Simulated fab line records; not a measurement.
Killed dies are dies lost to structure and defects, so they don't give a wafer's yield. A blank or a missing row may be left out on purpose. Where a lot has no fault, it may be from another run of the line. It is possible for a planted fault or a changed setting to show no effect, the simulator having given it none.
Chamber matching ; flow gf180mcu ; GF_V4_CMP_04 on cmp-02: 4 sister chambers
The step polishes SiO2. 14 wafers are shown with their chamber, then 7 later ones without.

== WAFERS PAIRED WITH THEIR CHAMBERS ==
wafer;chamber;time_to_endpoint_s (s);motor_current_A (A)
L074.1;2;74;11.9
L074.2;0;72;10.6
L074.4;3;77;10.0
L079.2;2;69;11.3
L079.5;2;82;12.1
L079.6;1;87;10.7
L086.1;2;72;11.3
L086.3;0;72;11.5
L086.6;3;78;10.1
L089.1;1;84;12.1
L089.3;0;73;11.6
L089.4;2;84;11.4
L095.4;2;83;12.0
L095.5;2;80;11.8

SIGNATURES (averages over the wafers above)
reading;chamber 0;chamber 1;chamber 2;chamber 3;scatter within a chamber
time_to_endpoint_s;72.33;85.50;77.71;77.50;4.68
motor_current_A;11.233;11.400;11.686;10.050;0.48
Rule: a wafer's distance from a chamber is the root of the sum, over the readings, of the square of ((its reading less the chamber's mean) divided by the reading's scatter). The wafer belongs to the nearest chamber; if the next one is less than 2 further off, it can't be placed. The scatter is the square root of a quotient: the sum, over the shown wafers, of each reading's squared deviation from its chamber's mean, divided by wafers minus chambers.

== WAFERS WHOSE CHAMBER IS MISSING ==
wafer;time_to_endpoint_s (s);motor_current_A (A)
L095.6;89;11.1
L097.1;70;11.2
L097.2;74;11.4
L097.3;65;11.6
L097.4;82;11.1
L097.5;81;11.8
L097.6;75;10.9

== WHICH CHAMBER EACH WENT THROUGH ==
wafer;from the rows above;in truth
L095.6;can't be placed: 1 or 2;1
L097.1;can't be placed: 0 or 2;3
L097.2;can't be placed: 0 or 2 or 1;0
L097.3;can't be placed: 0 or 2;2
L097.4;can't be placed: 1 or 2 or 0 or 3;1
L097.5;can't be placed: 2 or 1 or 0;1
L097.6;can't be placed: 0 or 2 or 3 or 1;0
Correctly placed: 0 of 7. Unplaceable from these rows: 7, with the true chamber sitting among the candidates in 6. Wrongly placed: 0.
